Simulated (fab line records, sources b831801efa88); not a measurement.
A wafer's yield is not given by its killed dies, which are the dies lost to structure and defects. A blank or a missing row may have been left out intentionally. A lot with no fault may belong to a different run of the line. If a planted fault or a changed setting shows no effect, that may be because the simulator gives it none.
The tool behind it: which one? :: flow sfq-line :: 14 lots with 42 wafers sampled at 6 steps, on a route of 325 steps

## WHAT EACH GAUGE READ, for each wafer
SFQ_M0_RS_MEAS_904: measures by four-point-probe. Usual: M0_NB_RS typically reads 0.891 ohm/sq, with standard deviation 0.0086.
lot: L384
measured: day 7 06:49
on: film-metro-03
M0_NB_RS (ohm/sq): 0.882 0.881 0.894
flag: 

lot: L385
measured: day 7 12:49
on: film-metro-03
M0_NB_RS (ohm/sq): 0.883 0.881 0.889
flag: 

lot: L386
measured: day 7 18:47
on: film-metro-02
M0_NB_RS (ohm/sq): 0.898 0.899 0.894
flag: 

lot: L389
measured: day 9 02:15
on: film-metro-02
M0_NB_RS (ohm/sq): 0.884 0.886 0.880
flag: 

lot: L390
measured: day 9 15:44
on: film-metro-01
M0_NB_RS (ohm/sq): 0.887 0.647 0.645
flag: OFF

lot: L391
measured: day 10 00:10
on: film-metro-01
M0_NB_RS (ohm/sq): 0.652 0.654 0.907
flag: OFF

lot: L397
measured: day 11 17:07
on: film-metro-01
M0_NB_RS (ohm/sq): 0.888 0.878 0.884
flag: 

lot: L400
measured: day 12 16:01
on: film-metro-02
M0_NB_RS (ohm/sq): 0.897 0.894 0.880
flag: 

lot: L402
measured: day 13 07:43
on: film-metro-01
M0_NB_RS (ohm/sq): 0.894 0.888 0.886
flag: 

lot: L403
measured: day 13 13:43
on: film-metro-02
M0_NB_RS (ohm/sq): 0.895 0.904 0.902
flag: 

lot: L404
measured: day 14 02:54
on: film-metro-03
M0_NB_RS (ohm/sq): 0.894 0.892 0.895
flag: 

lot: L405
measured: day 14 12:32
on: film-metro-02
M0_NB_RS (ohm/sq): 0.889 0.885 0.885
flag: 

lot: L406
measured: day 14 16:06
on: film-metro-03
M0_NB_RS (ohm/sq): 0.883 0.881 0.887
flag: 

lot: L407
measured: day 15 04:06
on: film-metro-03
M0_NB_RS (ohm/sq): 0.886 0.885 0.883
flag: 

SFQ_M5_OVL_MEAS_932. Usual: M5_OVL typically reads -4 nm, with standard deviation 6.
lot: L384
measured: day 65 03:40
on: overlay-02
M5_OVL (nm): -4 -1 -5
flag: 

lot: L385
measured: day 65 15:33
on: overlay-02
M5_OVL (nm): -13 -1 -11
flag: 

lot: L386
measured: day 70 01:24
on: overlay-01
M5_OVL (nm): 9 -1 5
flag: 

lot: L389
measured: day 70 07:25
on: overlay-02
M5_OVL (nm): -1 -5 -13
flag: 

lot: L390
measured: day 70 08:37
on: overlay-01
M5_OVL (nm): -6 -7 -6
flag: 

lot: L391
measured: day 70 12:13
on: overlay-02
M5_OVL (nm): -13 -5 -2
flag: 

lot: L397
measured: day 70 23:01
on: overlay-01
M5_OVL (nm): -4 -5 -9
flag: 

lot: L400
measured: day 74 08:34
on: overlay-01
M5_OVL (nm): -7 -11 -6
flag: 

lot: L402
measured: day 75 13:21
on: overlay-01
M5_OVL (nm): 4 3 -1
flag: 

lot: L403
measured: day 75 21:32
on: overlay-01
M5_OVL (nm): -7 -7 -9
flag: 

lot: L404
measured: day 76 05:55
on: overlay-01
M5_OVL (nm): -2 0 0
flag: 

lot: L405
measured: day 76 08:20
on: overlay-01
M5_OVL (nm): 1 -3 4
flag: 

lot: L406
measured: day 76 11:55
on: overlay-02
M5_OVL (nm): 5 5 5
flag: 

lot: L407
measured: day 76 13:07
on: overlay-01
M5_OVL (nm): 1 -2 2
flag: 

## TOOL THAT RAN EACH LOT (tool first, then ch and the chambers of the sampled wafers, then the start)
lot: L384
SFQ_TRILAYER_M0_DEP_SPUTTER_019: pvd-sputter-06, day 7 06:41
SFQ_TRILAYER_M0_ETCH_METAL_ETCH_024: rie-metal-01 ch 0, day 11 12:40
SFQ_TRILAYER_M2_BARC_OPEN_METAL_ETCH_077: rie-metal-01 ch 0,1, day 36 23:09
SFQ_TRILAYER_JJ_CE_METRO_MEASURE_117: cd-sem-02, day 64 23:00

lot: L385
SFQ_TRILAYER_M0_DEP_SPUTTER_019: pvd-sputter-06, day 7 12:41
SFQ_TRILAYER_M0_ETCH_METAL_ETCH_024: rie-metal-04 ch 0,1, day 11 18:42
SFQ_TRILAYER_M2_BARC_OPEN_METAL_ETCH_077: rie-metal-01 ch 0,1, day 37 08:52
SFQ_TRILAYER_JJ_CE_METRO_MEASURE_117: cd-sem-01, day 65 11:00

lot: L386
SFQ_TRILAYER_M0_DEP_SPUTTER_019: pvd-sputter-06, day 7 18:42
SFQ_TRILAYER_M0_ETCH_METAL_ETCH_024: rie-metal-03 ch 0,1, day 12 01:52
SFQ_TRILAYER_M2_BARC_OPEN_METAL_ETCH_077: rie-metal-04 ch 0,1, day 37 19:47
SFQ_TRILAYER_JJ_CE_METRO_MEASURE_117: cd-sem-02, day 65 22:36

lot: L389
SFQ_TRILAYER_M0_DEP_SPUTTER_019: pvd-sputter-03, day 9 02:08
SFQ_TRILAYER_M0_ETCH_METAL_ETCH_024: rie-metal-03 ch 0,1, day 13 11:35
SFQ_TRILAYER_M2_BARC_OPEN_METAL_ETCH_077: rie-metal-01 ch 0,1, day 38 14:59
SFQ_TRILAYER_JJ_CE_METRO_MEASURE_117: cd-sem-01, day 66 02:24

lot: L390
SFQ_TRILAYER_M0_DEP_SPUTTER_019: pvd-sputter-06, day 9 15:38
SFQ_TRILAYER_M0_ETCH_METAL_ETCH_024: rie-metal-01 ch 0, day 14 10:23
SFQ_TRILAYER_M2_BARC_OPEN_METAL_ETCH_077: rie-metal-01 ch 0, day 39 00:35
SFQ_TRILAYER_JJ_CE_METRO_MEASURE_117: cd-sem-02, day 66 03:36

lot: L391
SFQ_TRILAYER_M0_DEP_SPUTTER_019: pvd-sputter-06, day 10 00:02
SFQ_TRILAYER_M0_ETCH_METAL_ETCH_024: rie-metal-03 ch 0,1, day 14 20:01
SFQ_TRILAYER_M2_BARC_OPEN_METAL_ETCH_077: rie-metal-03 ch 0,1, day 40 06:51
SFQ_TRILAYER_JJ_CE_METRO_MEASURE_117: cd-sem-01, day 66 05:00

lot: L397
SFQ_TRILAYER_M0_DEP_SPUTTER_019: pvd-sputter-03, day 11 16:58
SFQ_TRILAYER_M0_ETCH_METAL_ETCH_024: rie-metal-03 ch 0,1, day 16 21:21
SFQ_TRILAYER_M2_BARC_OPEN_METAL_ETCH_077: rie-metal-01 ch 0,1, day 43 01:32
SFQ_TRILAYER_JJ_CE_METRO_MEASURE_117: cd-sem-01, day 66 12:24

lot: L400
SFQ_TRILAYER_M0_DEP_SPUTTER_019: pvd-sputter-06, day 12 15:53
SFQ_TRILAYER_M0_ETCH_METAL_ETCH_024: rie-metal-03 ch 0, day 18 04:46
SFQ_TRILAYER_M2_BARC_OPEN_METAL_ETCH_077: rie-metal-01 ch 0,1, day 44 09:56
SFQ_TRILAYER_JJ_CE_METRO_MEASURE_117: cd-sem-02, day 69 23:26

lot: L402
SFQ_TRILAYER_M0_DEP_SPUTTER_019: pvd-sputter-06, day 13 07:37
SFQ_TRILAYER_M0_ETCH_METAL_ETCH_024: rie-metal-03 ch 0,1, day 18 20:22
SFQ_TRILAYER_M2_BARC_OPEN_METAL_ETCH_077: rie-metal-04 ch 0,1, day 44 19:38
SFQ_TRILAYER_JJ_CE_METRO_MEASURE_117: cd-sem-02, day 71 05:14

lot: L403
SFQ_TRILAYER_M0_DEP_SPUTTER_019: pvd-sputter-06, day 13 13:37
SFQ_TRILAYER_M0_ETCH_METAL_ETCH_024: rie-metal-04 ch 0, day 19 02:28
SFQ_TRILAYER_M2_BARC_OPEN_METAL_ETCH_077: rie-metal-04 ch 1, day 45 12:22
SFQ_TRILAYER_JJ_CE_METRO_MEASURE_117: cd-sem-01, day 71 12:26

lot: L404
SFQ_TRILAYER_M0_DEP_SPUTTER_019: pvd-sputter-05, day 14 02:49
SFQ_TRILAYER_M0_ETCH_METAL_ETCH_024: rie-metal-04 ch 0,1, day 19 18:29
SFQ_TRILAYER_M2_BARC_OPEN_METAL_ETCH_077: rie-metal-03 ch 0,1, day 45 20:08
SFQ_TRILAYER_JJ_CE_METRO_MEASURE_117: cd-sem-02, day 72 01:26

lot: L405
SFQ_TRILAYER_M0_DEP_SPUTTER_019: pvd-sputter-06, day 14 12:25
SFQ_TRILAYER_M0_ETCH_METAL_ETCH_024: rie-metal-03 ch 0,1, day 20 08:56
SFQ_TRILAYER_M2_BARC_OPEN_METAL_ETCH_077: rie-metal-04 ch 0,1, day 46 04:33
SFQ_TRILAYER_JJ_CE_METRO_MEASURE_117: cd-sem-01, day 72 05:26

lot: L406
SFQ_TRILAYER_M0_DEP_SPUTTER_019: pvd-sputter-06, day 14 16:01
SFQ_TRILAYER_M0_ETCH_METAL_ETCH_024: rie-metal-03 ch 0,1, day 20 14:53
SFQ_TRILAYER_M2_BARC_OPEN_METAL_ETCH_077: rie-metal-01 ch 0,1, day 46 08:08
SFQ_TRILAYER_JJ_CE_METRO_MEASURE_117: cd-sem-02, day 72 09:50

lot: L407
SFQ_TRILAYER_M0_DEP_SPUTTER_019: pvd-sputter-03, day 15 04:01
SFQ_TRILAYER_M0_ETCH_METAL_ETCH_024: rie-metal-04 ch 0,1, day 21 07:41
SFQ_TRILAYER_M2_BARC_OPEN_METAL_ETCH_077: rie-metal-03 ch 0,1, day 46 15:20
SFQ_TRILAYER_JJ_CE_METRO_MEASURE_117: cd-sem-01, day 72 11:02
- SFQ_TRILAYER_M0_DEP_SPUTTER_019: material Nb, target thk 200 nm, time 133.3 s.
- SFQ_TRILAYER_M0_ETCH_METAL_ETCH_024: etches Nb in Cl2/Ar, stops on SiO2, target depth 240 nm, time 120 s.
- SFQ_TRILAYER_M2_BARC_OPEN_METAL_ETCH_077: etches BARC in O2, target depth 125 nm, time 41.7 s.
- SFQ_TRILAYER_JJ_CE_METRO_MEASURE_117

## WHAT THE TOOLS THEMSELVES READ (means of the sampled wafers that have a number; where no wafer has one, the mark that the record gives instead)
SFQ_TRILAYER_M0_DEP_SPUTTER_019. Usual: cathode-dc-power-W 2000.0 W, standard deviation 0.36; throttle-valve-pct 30.2 %, standard deviation 0.87.
lot: L384
tool: pvd-sputter-06
cathode-dc-power-W (W): 1999.9
throttle-valve-pct (%): 29.5
flag: 

lot: L385
tool: pvd-sputter-06
cathode-dc-power-W (W): 2000.4
throttle-valve-pct (%): 30.2
flag: 

lot: L386
tool: pvd-sputter-06
cathode-dc-power-W (W): 1999.7
throttle-valve-pct (%): 30.0
flag: 

lot: L389
tool: pvd-sputter-03
cathode-dc-power-W (W): 2000.3
throttle-valve-pct (%): 30.8
flag: 

lot: L390
tool: pvd-sputter-06
cathode-dc-power-W (W): 1999.8
throttle-valve-pct (%): 30.7
flag: 

lot: L391
tool: pvd-sputter-06
cathode-dc-power-W (W): 2000.2
throttle-valve-pct (%): 30.8
flag: 

lot: L397
tool: pvd-sputter-03
cathode-dc-power-W (W): 2000.0
throttle-valve-pct (%): 30.8
flag: 

lot: L400
tool: pvd-sputter-06
cathode-dc-power-W (W): 1999.6
throttle-valve-pct (%): 29.7
flag: 

lot: L402
tool: pvd-sputter-06
cathode-dc-power-W (W): 2000.1
throttle-valve-pct (%): 30.1
flag: 

lot: L403
tool: pvd-sputter-06
cathode-dc-power-W (W): 1999.8
throttle-valve-pct (%): 29.7
flag: 

lot: L404
tool: pvd-sputter-05
cathode-dc-power-W (W): 2000.3
throttle-valve-pct (%): 30.1
flag: 

lot: L405
tool: pvd-sputter-06
cathode-dc-power-W (W): 2000.0
throttle-valve-pct (%): 29.4
flag: 

lot: L406
tool: pvd-sputter-06
cathode-dc-power-W (W): 2000.0
throttle-valve-pct (%): 29.6
flag: 

lot: L407
tool: pvd-sputter-03
cathode-dc-power-W (W): 2000.0
throttle-valve-pct (%): 30.8
flag: 

SFQ_TRILAYER_M0_ETCH_METAL_ETCH_024. Usual: drypump-motor-current-A 5.52 A, standard deviation 0.24; oes-product-au 0.894 a.u., standard deviation 0.0063.
lot: L384
tool: rie-metal-01
drypump-motor-current-A (A): 5.84
oes-product-au (a.u.): 0.899
flag: 

lot: L385
tool: rie-metal-04
drypump-motor-current-A (A): 5.28
oes-product-au (a.u.): 0.896
flag: 

lot: L386
tool: rie-metal-03
drypump-motor-current-A (A): 5.51
oes-product-au (a.u.): 0.890
flag: 

lot: L389
tool: rie-metal-03
drypump-motor-current-A (A): 5.48
oes-product-au (a.u.): 0.898
flag: 

lot: L390
tool: rie-metal-01
drypump-motor-current-A (A): 5.83
oes-product-au (a.u.): 0.964
flag: OFF

lot: L391
tool: rie-metal-03
drypump-motor-current-A (A): 5.42
oes-product-au (a.u.): 0.961
flag: OFF

lot: L397
tool: rie-metal-03
drypump-motor-current-A (A): 5.40
oes-product-au (a.u.): 0.899
flag: 

lot: L400
tool: rie-metal-03
drypump-motor-current-A (A): 5.59
oes-product-au (a.u.): 0.891
flag: 

lot: L402
tool: rie-metal-03
drypump-motor-current-A (A): 5.40
oes-product-au (a.u.): 0.897
flag: 

lot: L403
tool: rie-metal-04
drypump-motor-current-A (A): 5.18
oes-product-au (a.u.): 0.890
flag: 

lot: L404
tool: rie-metal-04
drypump-motor-current-A (A): 5.29
oes-product-au (a.u.): 0.891
flag: 

lot: L405
tool: rie-metal-03
drypump-motor-current-A (A): 5.42
oes-product-au (a.u.): 0.899
flag: 

lot: L406
tool: rie-metal-03
drypump-motor-current-A (A): 5.51
oes-product-au (a.u.): 0.901
flag: 

lot: L407
tool: rie-metal-04
drypump-motor-current-A (A): 5.28
oes-product-au (a.u.): 0.898
flag: 

SFQ_TRILAYER_M2_BARC_OPEN_METAL_ETCH_077. Usual: drypump-motor-current-A 5.54 A, standard deviation 0.23; oes-product-au 0.685 a.u., standard deviation 0.0043.
lot: L384
tool: rie-metal-01
drypump-motor-current-A (A): 5.73
oes-product-au (a.u.): 0.685
flag: 

lot: L385
tool: rie-metal-01
drypump-motor-current-A (A): 5.78
oes-product-au (a.u.): 0.689
flag: 

lot: L386
tool: rie-metal-04
drypump-motor-current-A (A): 5.27
oes-product-au (a.u.): 0.684
flag: 

lot: L389
tool: rie-metal-01
drypump-motor-current-A (A): 5.73
oes-product-au (a.u.): 0.683
flag: 

lot: L390
tool: rie-metal-01
drypump-motor-current-A (A): 5.79
oes-product-au (a.u.): 0.685
flag: 

lot: L391
tool: rie-metal-03
drypump-motor-current-A (A): 5.42
oes-product-au (a.u.): 0.682
flag: 

lot: L397
tool: rie-metal-01
drypump-motor-current-A (A): 5.73
oes-product-au (a.u.): 0.686
flag: 

lot: L400
tool: rie-metal-01
drypump-motor-current-A (A): 5.75
oes-product-au (a.u.): 0.685
flag: 

lot: L402
tool: rie-metal-04
drypump-motor-current-A (A): 5.23
oes-product-au (a.u.): 0.687
flag: 

lot: L403
tool: rie-metal-04
drypump-motor-current-A (A): 5.31
oes-product-au (a.u.): 0.685
flag: 

lot: L404
tool: rie-metal-03
drypump-motor-current-A (A): 5.50
oes-product-au (a.u.): 0.690
flag: 

lot: L405
tool: rie-metal-04
drypump-motor-current-A (A): 5.24
oes-product-au (a.u.): 0.685
flag: 

lot: L406
tool: rie-metal-01
drypump-motor-current-A (A): 5.77
oes-product-au (a.u.): 0.685
flag: 

lot: L407
tool: rie-metal-03
drypump-motor-current-A (A): 5.42
oes-product-au (a.u.): 0.678
flag: 

SFQ_TRILAYER_JJ_CE_METRO_MEASURE_117. Usual: cd-nm reads 700.0 nm (standard deviation 1.2).
lot: L384
tool: cd-sem-02
cd-nm (nm): 701.3
flag: 

lot: L385
tool: cd-sem-01
cd-nm (nm): 699.5
flag: 

lot: L386
tool: cd-sem-02
cd-nm (nm): 699.7
flag: 

lot: L389
tool: cd-sem-01
cd-nm (nm): 700.3
flag: 

lot: L390
tool: cd-sem-02
cd-nm (nm): 700.7
flag: 

lot: L391
tool: cd-sem-01
cd-nm (nm): 699.3
flag: 

lot: L397
tool: cd-sem-01
cd-nm (nm): 700.2
flag: 

lot: L400
tool: cd-sem-02
cd-nm (nm): 700.1
flag: 

lot: L402
tool: cd-sem-02
cd-nm (nm): 699.5
flag: 

lot: L403
tool: cd-sem-01
cd-nm (nm): 701.1
flag: 

lot: L404
tool: cd-sem-02
cd-nm (nm): 697.9
flag: 

lot: L405
tool: cd-sem-01
cd-nm (nm): 700.6
flag: 

lot: L406
tool: cd-sem-02
cd-nm (nm): 700.2
flag: 

lot: L407
tool: cd-sem-01
cd-nm (nm): 698.4
flag: 

## THE ANSWER, worked out from the rows above alone
Rule: lot off if the mean of its wafers having a number is beyond 3 standard deviations from the usual mean. A lot without any number at a reading at which 4 lots or more have one is off too. The other lots that the step has rows for count as sound. The gauges are gone through in route order, then the tools' own readings, and for those a lot's mean is taken as printed above. The first step at which some lot is off is used, and at that step the reading that is off furthest; a lot without a number counts as furthest.
Off: L390, L391, seen at SFQ_M0_RS_MEAS_904 (M0_NB_RS).
A tool fits if, at a process step before that reading, it ran every lot that is off, and no sound lot after the first of them. The gauges at SFQ_M0_RS_MEAS_904 aren't tried: what is off there is off at SFQ_TRILAYER_M0_ETCH_METAL_ETCH_024 too, on other tools, and a gauge's error can't cause that. No candidate that was tried fits.

## WHAT THE SIMULATOR HAD PUT IN
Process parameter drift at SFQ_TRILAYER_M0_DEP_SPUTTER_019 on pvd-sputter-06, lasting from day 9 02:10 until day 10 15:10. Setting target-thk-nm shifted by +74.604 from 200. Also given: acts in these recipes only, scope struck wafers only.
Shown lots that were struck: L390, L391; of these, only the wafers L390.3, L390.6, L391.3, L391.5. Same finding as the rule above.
